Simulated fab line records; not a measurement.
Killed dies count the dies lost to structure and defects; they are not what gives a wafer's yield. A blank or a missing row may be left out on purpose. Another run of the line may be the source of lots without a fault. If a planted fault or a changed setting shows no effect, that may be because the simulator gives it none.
fab line records    flow sky130
record: lots: 11  wafers: 33  lastDay: 50
route steps=708 shown LI_CONTACT@381 CONTACT@429 METAL1@454 PAD_OPEN@708
lots that met no fault: from a run of the same line without faults
startH: the number of hours between the record's first day and the start of the first shown wafer of the lot    waitH: time in hours since the lot's previous step    " the same as in the row above    L1.1+2: several wafers, shown together as one row    - no value, or no start was given    * or withheld: withheld    < > ~ a bound
route shown NAME@n: names a module that has steps shown in the file, with the first one's number in the route    usual: mean/standard deviation of fault-free wafers    same: alike in all rows    chamber/n: place in a boat    sites: per-site readings    _std_site: the values' standard deviation    _edge_site: mean of outer sites minus mean of inner sites    radiusMm: how far each site lies from the wafer's centre    mask NAME#n: copy n    behind: tool/chamber where the wafer was last shaped    hold: why the lot was held/for how many hours/how that ended    device: transistor that didn't switch, given as n, p or np    end of line: at the end of the route, the tests of the same wafers    a step without rows: its recipe alone    killed: dies that structure and defects cost at the first sort, which is not the same as the wafer's yield    map: shows each die of a wafer: x if killed, . if not, _ if none is there
set.NAME: the setting the step ran with; set.NAME@STEP: the setting that earlier step ran with    model.NAME: the simulator's own value behind a step, which no gauge read
the route's steps for a sample of lots (tables are steps, rows are wafers)
services: when a tool's chamber went out of use (startH, in hours from the record's first day, below 0 if earlier), for how many hours, and the reason
== steps ==
step: SKY_LI_CONTACT_SPUTTER_19
recipe: material: Ti  targetThkNm: 20  chamberPressurePa: 5  powerW: 2500  substrateTempC: 200  timeS: 106.37
usual: throttleValvePct: 30.1/0.9
lot.wafer  tool           chamber  startH  waitH  throttleValvePct
L124.1     pvdSputter-01  -        681.32  0.0    30.9
L124.3     "              -        "       "      30.5
L124.5     "              -        "       "      30.4
L126.2     pvdSputter-03  -        705.75  0.0    30.3
L126.5     "              -        "       "      29.6
L126.6     "              -        "       "      31.0
L127.3     pvdSputter-01  -        717.54  0.0    29.4
L127.5     "              -        "       "      29.2
L127.6     "              -        "       "      30.8
L133.2     pvdSputter-01  -        759.72  0.0    31.1
L133.4     "              -        "       "      30.7
L133.5     "              -        "       "      30.5
L135.4     pvdSputter-03  -        786.89  0.0    30.0
L135.5     "              -        "       "      30.2
L135.6     "              -        "       "      31.0
L137.2     pvdSputter-02  -        802.79  0.0    29.3
L137.3     "              -        "       "      30.0
L137.5     "              -        "       "      30.0
L139.1     pvdSputter-01  -        804.62  0.0    31.0
L139.2     "              -        "       "      30.4
L139.4     "              -        "       "      29.4
L140.1     pvdSputter-03  -        808.82  0.0    30.8
L140.3     "              -        "       "      30.2
L140.4     "              -        "       "      29.7
L141.2     pvdSputter-01  -        825.07  0.0    30.9
L141.4     "              -        "       "      30.7
L141.5     "              -        "       "      31.2
L145.1     pvdSputter-01  -        849.70  0.0    31.3
L145.5     "              -        "       "      31.5
L145.6     "              -        "       "      30.3
L146.1     pvdSputter-02  -        852.47  0.0    28.2
L146.4     "              -        "       "      30.1
L146.6     "              -        "       "      30.3
step: SKY_CONTACT_SPUTTER_23
recipe: material: TiN  targetThkNm: 20  chamberPressurePa: 5.087  powerW: 4000  timeS: 80
usual: throttleValvePct: 30.2/0.87
lot.wafer  tool           chamber  startH  waitH  throttleValvePct
L124.1     pvdSputter-04  -        740.41  0.0    29.6
L124.3     "              -        "       "      30.8
L124.5     "              -        "       "      31.1
L126.2     pvdSputter-03  -        764.05  0.0    31.0
L126.5     "              -        "       "      31.4
L126.6     "              -        "       "      29.4
L127.3     pvdSputter-03  -        778.86  0.0    30.1
L127.5     "              -        "       "      29.8
L127.6     "              -        "       "      30.0
L133.2     pvdSputter-01  -        817.09  0.0    31.4
L133.4     "              -        "       "      30.6
L133.5     "              -        "       "      31.1
L135.4     pvdSputter-04  -        842.00  0.0    31.1
L135.5     "              -        "       "      30.3
L135.6     "              -        "       "      28.3
L137.2     pvdSputter-01  -        859.79  0.0    30.9
L137.3     "              -        "       "      29.2
L137.5     "              -        "       "      29.2
L139.1     pvdSputter-03  -        861.04  0.0    30.0
L139.2     "              -        "       "      29.6
L139.4     "              -        "       "      31.0
L140.1     pvdSputter-01  -        865.04  0.0    29.5
L140.3     "              -        "       "      30.6
L140.4     "              -        "       "      31.3
L141.2     pvdSputter-01  -        880.57  0.0    31.2
L141.4     "              -        "       "      29.3
L141.5     "              -        "       "      31.1
L145.1     pvdSputter-01  -        904.62  0.0    29.4
L145.5     "              -        "       "      31.4
L145.6     "              -        "       "      31.1
L146.1     pvdSputter-03  -        907.49  0.0    29.7
L146.4     "              -        "       "      31.0
L146.6     "              -        "       "      31.2
step: SKY_CONTACT_CVD_24
recipe: material: W  targetThkNm: 340  timeS: 102.12  tempC: 400  pressureTorr: 40
usual: heaterPowerW: 840/21
lot.wafer  tool     chamber  startH  waitH  heaterPowerW
L124.1     cvdW-02  1        740.47  0.0    838
L124.3     "        1        "       "      811
L124.5     "        0        "       "      854
L126.2     cvdW-02  0        764.11  0.0    862
L126.5     "        1        "       "      834
L126.6     "        0        "       "      842
L127.3     cvdW-02  0        778.96  0.1    835
L127.5     "        0        "       "      847
L127.6     "        1        "       "      836
L133.2     cvdW-02  1        817.15  0.0    833
L133.4     "        0        "       "      847
L133.5     "        1        "       "      817
L135.4     cvdW-02  1        842.10  0.1    850
L135.5     "        0        "       "      858
L135.6     "        1        "       "      821
L137.2     cvdW-02  1        859.85  0.0    828
L137.3     "        1        "       "      834
L137.5     "        0        "       "      863
L139.1     cvdW-01  0        861.10  0.0    842
L139.2     "        1        "       "      808
L139.4     "        1        "       "      811
L140.1     cvdW-01  1        865.10  0.0    836
L140.3     "        0        "       "      860
L140.4     "        1        "       "      808
L141.2     cvdW-01  1        880.63  0.0    828
L141.4     "        1        "       "      829
L141.5     "        0        "       "      853
L145.1     cvdW-01  0        904.69  0.0    848
L145.5     "        0        "       "      848
L145.6     "        1        "       "      823
L146.1     cvdW-01  0        907.55  0.0    865
L146.4     "        1        "       "      821
L146.6     "        1        "       "      820
step: SKY_CONTACT_RS_MEAS_25
recipe: thkMeasGauge: four-point-probe  reads: W_of_CONTACT_CVD_24+TiN_of_CONTACT_SPUTTER_23
usual: CONTACT_W_RS: 0.3393/0.0028
lot.wafer  tool          chamber  startH  waitH  hold                     CONTACT_W_RS[ohm/sq]
L124.1     filmMetro-04  -        740.58  0.1    -                        0.3402
L124.3     "             -        "       "      -                        0.3420
L124.5     "             -        "       "      -                        0.3460
L126.2     filmMetro-04  -        764.24  0.1    -                        0.3423
L126.5     "             -        "       "      -                        0.3356
L126.6     "             -        "       "      -                        0.3378
L127.3     filmMetro-02  -        779.07  0.1    -                        0.3404
L127.5     "             -        "       "      -                        0.3385
L127.6     "             -        "       "      -                        0.3363
L133.2     filmMetro-02  -        817.28  0.1    -                        0.3378
L133.4     "             -        "       "      -                        0.3437
L133.5     "             -        "       "      -                        0.3378
L135.4     filmMetro-01  -        842.23  0.1    awaitDispo/0.2h/release  0.3421
L135.5     "             -        "       "      awaitDispo/0.2h/release  0.3044
L135.6     "             -        "       "      awaitDispo/0.2h/release  0.3414
L135.4     filmMetro-01  -        842.52  0.3    -                        0.3424
L135.5     "             -        "       "      -                        0.3052
L135.6     "             -        "       "      -                        0.3408
L137.2     filmMetro-01  -        859.98  0.1    awaitDispo/0.2h/release  0.3367
L137.3     "             -        "       "      awaitDispo/0.2h/release  0.3362
L137.5     "             -        "       "      awaitDispo/0.2h/release  0.3050
L137.2     filmMetro-01  -        860.26  0.3    -                        0.3369
L137.3     "             -        "       "      -                        0.3355
L137.5     "             -        "       "      -                        0.3051
L139.1     filmMetro-02  -        861.21  0.1    -                        0.3362
L139.2     "             -        "       "      -                        0.3381
L139.4     "             -        "       "      -                        0.3356
L140.1     filmMetro-01  -        865.21  0.1    -                        0.3387
L140.3     "             -        "       "      -                        0.3359
L140.4     "             -        "       "      -                        0.3399
L141.2     filmMetro-04  -        880.76  0.1    -                        0.3385
L141.4     "             -        "       "      -                        0.3450
L141.5     "             -        "       "      -                        0.3356
L145.1     filmMetro-04  -        904.80  0.1    -                        0.3384
L145.5     "             -        "       "      -                        0.3379
L145.6     "             -        "       "      -                        0.3403
L146.1     filmMetro-01  -        907.66  0.1    -                        0.3412
L146.4     "             -        "       "      -                        0.3377
L146.6     "             -        "       "      -                        0.3423
step: SKY_CONTACT_THK_MEAS_26
recipe: thkMeasGauge: xrf  reads: W_of_CONTACT_CVD_24
usual: CONTACT_W_THK: 319/3.6
lot.wafer  tool          chamber  startH  waitH  hold                     CONTACT_W_THK[nm]
L124.1     filmMetro-04  -        740.70  0.1    -                        321
L124.3     "             -        "       "      -                        320
L124.5     "             -        "       "      -                        317
L126.2     filmMetro-04  -        764.35  0.1    -                        315
L126.5     "             -        "       "      -                        322
L126.6     "             -        "       "      -                        320
L127.3     filmMetro-02  -        779.17  0.1    -                        318
L127.5     "             -        "       "      -                        320
L127.6     "             -        "       "      -                        322
L133.2     filmMetro-02  -        817.39  0.1    -                        318
L133.4     "             -        "       "      -                        311
L133.5     "             -        "       "      -                        321
L135.4     filmMetro-01  -        844.55  2.0    awaitDispo/0.2h/release  315
L135.5     "             -        "       "      awaitDispo/0.2h/release  348
L135.6     "             -        "       "      awaitDispo/0.2h/release  314
L135.4     filmMetro-01  -        844.78  0.2    -                        313
L135.5     "             -        "       "      -                        346
L135.6     "             -        "       "      -                        315
L139.1     filmMetro-02  -        861.33  0.1    -                        323
L139.2     "             -        "       "      -                        320
L139.4     "             -        "       "      -                        322
L137.2     filmMetro-01  -        862.42  2.1    awaitDispo/0.2h/release  319
L137.3     "             -        "       "      awaitDispo/0.2h/release  320
L137.5     "             -        "       "      awaitDispo/0.2h/release  349
L137.2     filmMetro-01  -        862.65  0.2    -                        320
L137.3     "             -        "       "      -                        319
L137.5     "             -        "       "      -                        350
L140.1     filmMetro-01  -        865.33  0.1    -                        317
L140.3     "             -        "       "      -                        318
L140.4     "             -        "       "      -                        314
L141.2     filmMetro-04  -        880.87  0.1    -                        322
L141.4     "             -        "       "      -                        317
L141.5     "             -        "       "      -                        327
L145.1     filmMetro-04  -        904.92  0.1    -                        324
L145.5     "             -        "       "      -                        323
L145.6     "             -        "       "      -                        323
L146.1     filmMetro-01  -        907.78  0.1    -                        316
L146.4     "             -        "       "      -                        320
L146.6     "             -        "       "      -                        317
step: SKY_METAL1_STRIP_20
recipe: chemistry: O2/N2  powerW: 1400  pressureMtorr: 1500  platenTempC: withheld  o2FlowSccm: 3000  n2FlowSccm: 300  overashFraction: 0.5
usual: drypumpMotorCurrentA: 5.75/0.18  oesProductAu: 0.339/0.0056  stripTimeToEndpointS: 2.59/0.05
lot.wafer  tool            chamber  startH  waitH  drypumpMotorCurrentA  oesProductAu  rfHoursCounterH  stripTimeToEndpointS
L124.1     plasmaAsher-01  0        769.55  0.1    6.10                  0.339         93               2.62
L124.3     "               1        "       "      5.60                  0.341         -                2.62
L124.5     "               0        "       "      6.12                  0.343         -                2.64
L126.2     plasmaAsher-02  0        791.37  0.1    5.65                  0.344         4                2.55
L126.5     "               0        "       "      5.65                  0.336         -                2.56
L126.6     "               1        "       "      5.51                  0.343         -                2.62
L127.3     plasmaAsher-04  0        805.67  0.1    5.81                  0.334         -                2.50
L127.5     "               0        "       "      5.81                  0.336         -                2.56
L127.6     "               1        "       "      5.78                  0.332         -                2.48
L133.2     plasmaAsher-01  1        844.82  0.1    5.63                  0.338         100              2.59
L133.4     "               1        "       "      5.62                  0.341         -                2.55
L133.5     "               0        "       "      6.10                  0.338         -                2.58
L135.4     plasmaAsher-04  0        869.59  0.1    5.81                  0.336         -                2.60
L135.5     "               0        "       "      5.81                  0.339         -                2.57
L135.6     "               1        "       "      5.78                  0.335         -                2.63
L137.2     plasmaAsher-01  1        886.89  0.1    5.56                  0.335         104              2.62
L137.3     "               0        "       "      6.09                  0.333         -                2.56
L137.5     "               0        "       "      6.08                  0.338         -                2.58
L139.1     plasmaAsher-02  0        887.77  0.1    5.65                  0.342         14               2.63
L139.2     "               1        "       "      5.50                  0.346         14               2.58
L139.4     "               0        "       "      5.66                  0.345         -                2.58
L140.1     plasmaAsher-04  1        892.32  0.1    5.74                  0.344         47               2.63
L140.3     "               1        "       "      5.76                  0.343         -                2.63
L140.4     "               0        "       "      5.80                  0.343         -                2.65
L141.2     plasmaAsher-02  1        907.59  0.1    5.52                  0.338         16               2.68
L141.4     "               0        "       "      5.65                  0.344         -                2.60
L141.5     "               0        "       "      5.63                  0.353         -                2.69
L145.1     plasmaAsher-04  0        931.02  0.1    5.81                  0.346         51               2.56
L145.5     "               0        "       "      5.82                  0.346         -                2.66
L145.6     "               1        "       "      5.76                  0.334         -                2.59
L146.1     plasmaAsher-02  1        933.49  0.1    5.52                  0.344         18               2.61
L146.4     "               1        "       "      5.53                  0.350         -                2.69
L146.6     "               0        "       "      5.65                  0.337         -                2.63
step: SKY_PAD_OPEN_PROBE_99
usual: killed_at_M0_to_M3: 43/7.6  killed_at_M4_up: 2.9/1.9  killedAtContacts: 24/5  killedAtFrontEnd: 15/4.3  killedAtOther: 0.3/0.54  killedDies: 85/10  killedOnRim: 17/3.9  killedOpen: 47/7  killedShort: 38/6.4
same: grossDies: 492  killedAtBackSide: 0
lot.wafer  tool       chamber  startH   waitH  killed_at_M0_to_M3  killed_at_M4_up  killedAtContacts  killedAtFrontEnd  killedAtOther  killedDies  killedOnRim  killedOpen  killedShort
L135.6     prober-02  -        1155.04  0.2    48                  3                19                11                0              81          16           50          31
killed by level:class
L135.6 VIA1:geometricParticle:open=12 VIA2:geometricParticle:open=10 VIA3:geometricParticle:open=10 CONTACT:geometricParticle:open=7 LI_CONTACT:geometricParticle:open=5 LI_CONTACT:geometricParticle:short=4 METAL2:geometricParticle:short=4 POLY_GATE:geometricParticle:open=3
== services ==
tool            chamber  startH  hours  kind
pvdSputter-02   -        663.01  2.0    repair
plasmaAsher-02  -        665.20  16.8   repair
cvdW-01         1        687.25  18.7   repair
pvdSputter-01   -        687.77  2.1    repair
pvdSputter-03   -        689.19  6.0    repair
pvdSputter-04   -        702.77  7.5    repair
pvdSputter-01   -        704.31  2.9    repair
pvdSputter-04   -        708.30  3.3    repair
cvdW-01         0        716.98  2.7    repair
pvdSputter-03   -        717.26  1.2    repair
cvdW-02         0        726.01  8.8    repair
plasmaAsher-01  -        732.18  2.8    pm
plasmaAsher-02  -        733.80  9.0    pm
pvdSputter-01   -        735.11  1.0    repair
cvdW-02         -        747.44  0.9    repair
plasmaAsher-02  -        751.26  4.6    repair
pvdSputter-03   -        754.44  1.2    repair
pvdSputter-03   -        776.90  1.8    repair
pvdSputter-01   -        782.14  0.5    repair
plasmaAsher-01  -        815.12  2.1    repair
plasmaAsher-02  -        831.02  2.7    repair
cvdW-02         -        831.65  6.9    pm
plasmaAsher-01  -        869.28  0.9    repair
cvdW-02         -        904.00  14.0   pm
== key ==
firstSign: step: SKY_CONTACT_RS_MEAS_25  reading: visit  direction: added
effect: step: SKY_CONTACT_RS_MEAS_25  reading: CONTACT_W_RS  direction: down  sigmas: 13  usual: 0.3393  struck: 0.3047
effect: step: SKY_CONTACT_THK_MEAS_26  reading: visit  direction: added
effect: step: SKY_CONTACT_THK_MEAS_26  reading: CONTACT_W_THK  direction: up  sigmas: 8.2  usual: 319  struck: 349
metAt SKY_CONTACT_CVD_24
struckLots L135,L137
struckWafers L135.5,L137.5
testerLeftOut L135,L137
notActingAt SKY_LI_CONTACT_SPUTTER_19,SKY_CONTACT_SPUTTER_23,SKY_METAL1_STRIP_20
onsetBetween 817.15 842.10
fault: kind: processParameterDrift  tool: cvdW-02  chamber: 0  onsetH: 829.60  steps: SKY_CONTACT_CVD_24  channel: targetThkNm  offset: 36.253  shape: step  endH: 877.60  actsIn: theseRecipesOnly  stated: 340
testerLeftOut: of these lots the tester's yield and bins aren't shown, on N5 and GAA mostly nor the transistor test; their killed dies are dies lost to structure and defects alone, not to doping, threshold or leakage, so they don't give the yield
